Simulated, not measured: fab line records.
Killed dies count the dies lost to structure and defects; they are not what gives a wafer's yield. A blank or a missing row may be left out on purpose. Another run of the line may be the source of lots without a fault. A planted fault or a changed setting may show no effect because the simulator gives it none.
What tool caused it? + flow sky130 + 24 lots, 72 wafers sampled, at 6 steps of a route of 708

WHAT EACH GAUGE READ, for each wafer
SKY_VT_ADJUST_NCORE_TW_MEAS_11.
| lot  | measured     | on           | VT_ADJUST_NCORE_TW |
|------|--------------|--------------|--------------------|
| L074 | day 8 14:48  | filmMetro-04 | 220.1 221.0 220.6  |
| L075 | day 8 15:11  | filmMetro-03 | 217.4 217.2 216.4  |
| L076 | day 9 07:39  | filmMetro-02 | 214.8 213.3 214.8  |
| L077 | day 9 09:34  | filmMetro-04 | 220.6 219.9 220.8  |
| L078 | day 9 21:52  | filmMetro-02 | 214.3 214.6 215.5  |
| L079 | day 10 11:35 | filmMetro-04 | 221.5 219.5 220.4  |
| L080 | day 10 13:25 | filmMetro-03 | 217.7 218.2 218.8  |
| L081 | day 10 21:11 | filmMetro-02 | 214.6 216.8 216.2  |
| L082 | day 11 00:01 | filmMetro-04 | 221.0 219.9 220.4  |
| L083 | day 11 03:09 | filmMetro-02 | 217.8 216.7 217.3  |
| L084 | day 11 16:04 | filmMetro-02 | 216.2 216.7 216.1  |
| L085 | day 11 23:29 | filmMetro-04 | 219.3 219.8 220.3  |
| L086 | day 12 03:40 | filmMetro-04 | 219.7 220.6 220.0  |
| L087 | day 12 14:19 | filmMetro-04 | 220.7 220.3 219.6  |
| L089 | day 13 04:32 | filmMetro-03 | 218.0 218.1 218.8  |
| L088 | day 13 04:48 | filmMetro-02 | 215.9 216.4 217.0  |
| L090 | day 13 11:46 | filmMetro-03 | 217.1 217.7 216.8  |
| L091 | day 13 17:45 | filmMetro-04 | 218.7 219.0 218.5  |
| L092 | day 13 19:42 | filmMetro-02 | 216.8 216.2 216.9  |
| L093 | day 14 08:25 | filmMetro-04 | 220.6 221.3 220.7  |
| L094 | day 14 16:31 | filmMetro-02 | 214.2 214.6 215.5  |
| L095 | day 14 17:49 | filmMetro-02 | 213.9 213.5 213.1  |
| L096 | day 14 23:39 | filmMetro-02 | 214.9 214.6 214.4  |
| L097 | day 15 12:53 | filmMetro-03 | 217.6 218.3 217.7  |

SKY_POLY_CUT_CD_MEAS_08: target cd 270 nm.
| lot  | measured     | on       | cdNm (nm)         |
|------|--------------|----------|-------------------|
| L074 | day 24 04:29 | cdSem-01 | 273.8 271.2 273.3 |
| L075 | day 24 03:20 | cdSem-01 | 270.5 272.3 271.1 |
| L076 | day 25 00:23 | cdSem-02 | 271.6 272.2 270.8 |
| L077 | day 25 04:43 | cdSem-02 | 271.5 271.2 271.7 |
| L078 | day 25 23:28 | cdSem-01 | 270.5 271.0 270.6 |
| L079 | day 27 02:42 | cdSem-02 | 271.8 271.2 271.4 |
| L080 | day 27 00:56 | cdSem-01 | 268.6 269.4 269.8 |
| L081 | day 27 06:43 | cdSem-02 | 270.4 270.3 269.6 |
| L082 | day 27 10:46 | cdSem-02 | 271.6 271.9 271.1 |
| L083 | day 27 16:05 | cdSem-01 | 269.2 270.9 270.3 |
| L084 | day 27 21:28 | cdSem-01 | 269.7 268.5 269.1 |
| L085 | day 28 15:23 | cdSem-02 | 269.6 270.5 270.7 |
| L086 | day 28 16:55 | cdSem-02 | 266.8 267.0 269.3 |
| L087 | day 29 06:50 | cdSem-02 | 271.6 271.1 270.0 |
| L089 | day 29 16:51 | cdSem-01 | 268.6 270.1 271.1 |
| L088 | day 29 14:35 | cdSem-02 | 270.0 271.3 270.4 |
| L090 | day 30 02:29 | cdSem-02 | 268.5 267.3 268.6 |
| L091 | day 30 04:30 | cdSem-01 | 268.1 268.3 268.5 |
| L092 | day 30 08:15 | cdSem-01 | 270.8 271.1 271.8 |
| L093 | day 30 20:02 | cdSem-02 | 266.9 268.2 268.0 |
| L094 | day 31 04:22 | cdSem-02 | 268.9 268.1 267.9 |
| L095 | day 31 04:23 | cdSem-01 | 272.9 272.4 272.5 |
| L096 | day 31 10:47 | cdSem-01 | 271.5 273.2 271.9 |
| L097 | day 32 00:41 | cdSem-02 | 269.8 269.3 269.5 |

SKY_CONTACT_THK_MEAS_01.
| lot  | measured     | on           | CONTACT_CVD_00_THK (nm) |
|------|--------------|--------------|-------------------------|
| L074 | day 30 06:29 | filmMetro-02 | 74.0 74.6 74.9          |
| L075 | day 30 05:00 | filmMetro-02 | 75.7 76.7 76.4          |
| L076 | day 30 23:02 | filmMetro-04 | 74.2 73.8 75.3          |
| L077 | day 31 02:21 | filmMetro-03 | 73.6 74.7 74.4          |
| L078 | day 31 19:22 | filmMetro-02 | 73.7 74.3 74.8          |
| L079 | day 32 21:46 | filmMetro-02 | 75.5 76.7 75.8          |
| L080 | day 32 18:46 | filmMetro-03 | 75.8 76.8 76.5          |
| L081 | day 33 01:32 | filmMetro-04 | 76.0 75.9 75.4          |
| L082 | day 33 03:38 | filmMetro-04 | 75.3 76.5 77.8          |
| L083 | day 33 09:56 | filmMetro-03 | 73.8 74.1 75.9          |
| L084 | day 33 13:01 | filmMetro-04 | 74.5 77.8 76.1          |
| L085 | day 34 06:39 | filmMetro-04 | 75.2 75.2 75.8          |
| L086 | day 34 08:20 | filmMetro-04 | 74.3 75.8 75.5          |
| L087 | day 34 22:14 | filmMetro-02 | 73.4 73.9 74.6          |
| L089 | day 35 07:50 | filmMetro-03 | 75.6 75.5 75.5          |
| L088 | day 35 05:11 | filmMetro-04 | 73.6 74.3 75.3          |
| L090 | day 35 19:45 | filmMetro-04 | 75.6 77.5 77.2          |
| L091 | day 35 21:44 | filmMetro-03 | 75.4 76.1 75.1          |
| L092 | day 36 00:26 | filmMetro-03 | 76.6 76.1 76.3          |
| L093 | day 36 13:18 | filmMetro-04 | 76.3 76.9 77.0          |
| L094 | day 36 20:33 | filmMetro-04 | 72.9 74.3 75.0          |
| L095 | day 36 21:41 | filmMetro-02 | 74.2 72.8 76.0          |
| L096 | day 37 03:08 | filmMetro-03 | 74.9 75.0 76.4          |
| L097 | day 37 13:22 | filmMetro-04 | 74.2 76.1 76.2          |

SKY_CONTACT_RS_MEAS_25: a four-point-probe measurement.
| lot  | measured     | on           | CONTACT_W_RS (ohm/sq) |
|------|--------------|--------------|-----------------------|
| L074 | day 31 08:35 | filmMetro-04 | 0.337 0.334 0.333     |
| L075 | day 31 07:12 | filmMetro-04 | 0.335 0.340 0.340     |
| L076 | day 32 04:26 | filmMetro-04 | 0.336 0.338 0.332     |
| L077 | day 32 07:55 | filmMetro-02 | 0.337 0.338 0.340     |
| L078 | day 33 00:49 | filmMetro-03 | 0.341 0.336 0.341     |
| L079 | day 33 23:47 | filmMetro-04 | 0.350 0.347 0.343     |
| L080 | day 33 21:03 | filmMetro-04 | 0.337 0.342 0.339     |
| L081 | day 34 05:13 | filmMetro-02 | 0.341 0.345 0.338     |
| L082 | day 34 07:33 | filmMetro-03 | 0.336 0.340 0.337     |
| L083 | day 34 13:35 | filmMetro-03 | 0.341 0.339 0.338     |
| L084 | day 34 16:32 | filmMetro-03 | 0.337 0.335 0.333     |
| L085 | day 35 11:23 | filmMetro-03 | 0.334 0.331 0.328     |
| L086 | day 35 14:02 | filmMetro-03 | 0.335 0.336 0.335     |
| L087 | day 36 02:48 | filmMetro-03 | 0.331 0.329 0.330     |
| L089 | day 36 11:42 | filmMetro-04 | 0.335 0.336 0.336     |
| L088 | day 36 09:10 | filmMetro-02 | 0.333 0.336 0.338     |
| L090 | day 36 22:42 | filmMetro-04 | 0.333 0.333 0.339     |
| L091 | day 37 01:14 | filmMetro-04 | 0.341 0.339 0.340     |
| L092 | day 37 03:45 | filmMetro-02 | 0.335 0.331 0.331     |
| L093 | day 37 16:33 | filmMetro-03 | 0.336 0.336 0.336     |
| L094 | day 38 00:12 | filmMetro-04 | 0.339 0.335 0.341     |
| L095 | day 38 00:59 | filmMetro-04 | 0.341 0.337 0.342     |
| L096 | day 38 06:32 | filmMetro-03 | 0.341 0.333 0.343     |
| L097 | day 38 16:14 | filmMetro-03 | 0.336 0.338 0.337     |

WHICH TOOL RAN EACH LOT (tool, then ch and the chambers of the sampled wafers, then the start)
| lot  | SKY_LOCAL_INTERCONNECT_ETCH_13   | SKY_LOCAL_INTERCONNECT_METAL_ETCH_14 |
|------|----------------------------------|--------------------------------------|
| L074 | rieMetal-02 ch 0,1, day 30 05:44 | rieMetal-02 ch 0,1, day 30 05:49     |
| L075 | rieMetal-01 ch 0,1, day 30 04:16 | rieMetal-01 ch 0,1, day 30 04:19     |
| L076 | rieMetal-02 ch 0,1, day 30 22:15 | rieMetal-02 ch 0,1, day 30 22:20     |
| L077 | rieMetal-01 ch 0,1, day 31 01:36 | rieMetal-01 ch 0,1, day 31 01:40     |
| L078 | rieMetal-01 ch 0, day 31 18:31   | rieMetal-01 ch 0, day 31 18:38       |
| L079 | rieMetal-03 ch 0,1, day 32 20:35 | rieMetal-03 ch 0,1, day 32 20:39     |
| L080 | rieMetal-02 ch 0,1, day 32 17:58 | rieMetal-02 ch 0,1, day 32 18:02     |
| L081 | rieMetal-01 ch 0,1, day 33 00:39 | rieMetal-01 ch 0,1, day 33 00:43     |
| L082 | rieMetal-03 ch 0,1, day 33 02:52 | rieMetal-03 ch 0,1, day 33 02:56     |
| L083 | rieMetal-03 ch 0,1, day 33 09:11 | rieMetal-03 ch 0,1, day 33 09:16     |
| L084 | rieMetal-03 ch 0,1, day 33 12:15 | rieMetal-03 ch 0,1, day 33 12:19     |
| L085 | rieMetal-02 ch 0,1, day 34 05:55 | rieMetal-02 ch 0,1, day 34 05:58     |
| L086 | rieMetal-01 ch 0,1, day 34 07:34 | rieMetal-01 ch 0,1, day 34 07:38     |
| L087 | rieMetal-01 ch 0,1, day 34 21:27 | rieMetal-01 ch 0,1, day 34 21:32     |
| L089 | rieMetal-02 ch 0,1, day 35 07:04 | rieMetal-02 ch 0,1, day 35 07:07     |
| L088 | rieMetal-02 ch 0,1, day 35 04:24 | rieMetal-02 ch 0,1, day 35 04:28     |
| L090 | rieMetal-03 ch 0,1, day 35 19:00 | rieMetal-03 ch 0,1, day 35 19:04     |
| L091 | rieMetal-01 ch 0,1, day 35 20:55 | rieMetal-01 ch 0,1, day 35 20:59     |
| L092 | rieMetal-02 ch 0,1, day 35 23:41 | rieMetal-02 ch 0,1, day 35 23:45     |
| L093 | rieMetal-03 ch 0,1, day 36 12:34 | rieMetal-03 ch 0,1, day 36 12:37     |
| L094 | rieMetal-02 ch 0,1, day 36 19:48 | rieMetal-02 ch 0,1, day 36 19:52     |
| L095 | rieMetal-01 ch 0,1, day 36 20:57 | rieMetal-01 ch 0,1, day 36 21:01     |
| L096 | rieMetal-01 ch 0,1, day 37 02:24 | rieMetal-01 ch 0,1, day 37 02:28     |
| L097 | rieMetal-01 ch 0,1, day 37 12:32 | rieMetal-01 ch 0,1, day 37 12:36     |
- SKY_LOCAL_INTERCONNECT_ETCH_13: etches BARC in N2/H2, stops on SiO2, time 45.9 s, target depth 60 nm.
- SKY_LOCAL_INTERCONNECT_METAL_ETCH_14: etches TiN in Cl2/BCl3, stops on PSG, target depth 110 nm, time 31.4 s.

AS READ BY THE TOOLS THEMSELVES (means over the sampled wafers that have a number; for cases with no such wafer, the mark the record gives instead)
SKY_LOCAL_INTERCONNECT_ETCH_13.
| lot  | tool        | drypumpMotorCurrentA (A) | oesProductAu (a.u.) | rfFwdPowerW (W) | throttleValvePct (%) |
|------|-------------|--------------------------|---------------------|-----------------|----------------------|
| L074 | rieMetal-02 | 5.9                      | 0.857               | 496.1           | 13.233               |
| L075 | rieMetal-01 | 5.8                      | 0.854               | 496.1           | 13.232               |
| L076 | rieMetal-02 | 5.9                      | 0.853               | 499.3           | 13.223               |
| L077 | rieMetal-01 | 5.3                      | 0.853               | 495.1           | 13.224               |
| L078 | rieMetal-01 | 4.9                      | 0.856               | 497.3           | 13.222               |
| L079 | rieMetal-03 | 6.3                      | 0.853               | 492.9           | 13.227               |
| L080 | rieMetal-02 | 5.9                      | 0.855               | 498.8           | 13.221               |
| L081 | rieMetal-01 | 5.3                      | 0.859               | 494.5           | 13.228               |
| L082 | rieMetal-03 | 6.3                      | 0.854               | 494.4           | 13.221               |
| L083 | rieMetal-03 | 6.1                      | 0.855               | 494.3           | 13.226               |
| L084 | rieMetal-03 | 6.2                      | 0.856               | 494.9           | 13.233               |
| L085 | rieMetal-02 | 5.9                      | 0.858               | 496.9           | 13.230               |
| L086 | rieMetal-01 | 5.3                      | 0.852               | 494.7           | 13.223               |
| L087 | rieMetal-01 | 5.3                      | 0.857               | 495.0           | 13.222               |
| L089 | rieMetal-02 | 5.9                      | 0.853               | 495.6           | 13.224               |
| L088 | rieMetal-02 | 5.9                      | 0.855               | 496.9           | 13.232               |
| L090 | rieMetal-03 | 6.1                      | 0.855               | 494.8           | 13.224               |
| L091 | rieMetal-01 | 5.7                      | 0.848               | 495.1           | 13.222               |
| L092 | rieMetal-02 | 5.7                      | 0.858               | 496.3           | 13.226               |
| L093 | rieMetal-03 | 6.3                      | 0.854               | 492.9           | 13.221               |
| L094 | rieMetal-02 | 5.7                      | 0.855               | 495.6           | 13.227               |
| L095 | rieMetal-01 | 5.8                      | 0.850               | 498.1           | 13.222               |
| L096 | rieMetal-01 | 5.7                      | 0.857               | 494.0           | 13.220               |
| L097 | rieMetal-01 | 5.3                      | 0.857               | 495.7           | 13.229               |

SKY_LOCAL_INTERCONNECT_METAL_ETCH_14.
| lot  | tool        | drypumpMotorCurrentA (A) | oesProductAu (a.u.) | rfFwdPowerW (W) | throttleValvePct (%) |
|------|-------------|--------------------------|---------------------|-----------------|----------------------|
| L074 | rieMetal-02 | 5.9                      | 0.946               | 893             | 21.896               |
| L075 | rieMetal-01 | 5.7                      | 0.947               | 889             | 21.904               |
| L076 | rieMetal-02 | 5.9                      | 0.955               | 894             | 21.901               |
| L077 | rieMetal-01 | 5.3                      | 0.947               | 892             | 21.898               |
| L078 | rieMetal-01 | 4.9                      | 0.938               | 886             | 21.904               |
| L079 | rieMetal-03 | 6.3                      | 0.942               | 886             | 21.896               |
| L080 | rieMetal-02 | 5.9                      | 0.932               | 891             | 21.897               |
| L081 | rieMetal-01 | 5.3                      | 0.946               | 889             | 21.892               |
| L082 | rieMetal-03 | 6.3                      | 0.947               | 884             | 21.897               |
| L083 | rieMetal-03 | 6.1                      | 0.945               | 887             | 21.899               |
| L084 | rieMetal-03 | 6.2                      | 0.943               | 886             | 21.896               |
| L085 | rieMetal-02 | 5.9                      | 0.943               | 896             | 21.904               |
| L086 | rieMetal-01 | 5.3                      | 0.945               | 892             | 21.894               |
| L087 | rieMetal-01 | 5.3                      | 0.947               | 886             | 21.897               |
| L089 | rieMetal-02 | 5.9                      | 0.951               | 893             | 21.891               |
| L088 | rieMetal-02 | 5.9                      | 0.943               | 892             | 21.905               |
| L090 | rieMetal-03 | 6.1                      | 0.948               | 889             | 21.901               |
| L091 | rieMetal-01 | 5.7                      | 0.940               | 889             | 21.912               |
| L092 | rieMetal-02 | 5.7                      | 0.951               | 891             | 21.888               |
| L093 | rieMetal-03 | 6.3                      | 0.941               | 886             | 21.902               |
| L094 | rieMetal-02 | 5.7                      | 0.938               | 894             | 21.902               |
| L095 | rieMetal-01 | 5.7                      | 0.939               | 888             | 21.895               |
| L096 | rieMetal-01 | 5.7                      | 0.946               | 892             | 21.892               |
| L097 | rieMetal-01 | 5.3                      | 0.947               | 892             | 21.891               |

THE ANSWER, worked out from the rows above alone
Rule: the usual values come from the lots themselves. Put in order of their means at a reading, lots are off if they are a third of the lots or fewer, leave a main group of 4 or more, and stand apart from it by a gap of 3 or more times the standard deviation of the main group's means; of several such gaps the widest counts. A main group is skipped when, at the precision printed for the reading in the tables above, its means are all equal. Also off: a lot with no number at a reading for which 4 or more lots have one. Where the step has rows for the other lots, those lots are counted as sound. After the gauges, taken in route order, come the tools' own readings; for these a lot's mean is taken, as printed above. At the first step where some lot is off, the reading lying furthest off is the one used; lots without a number count as furthest.
No lot is off on any of the readings shown, so nothing can be concluded from this.

WHAT HAD BEEN PUT IN BY THE SIMULATOR
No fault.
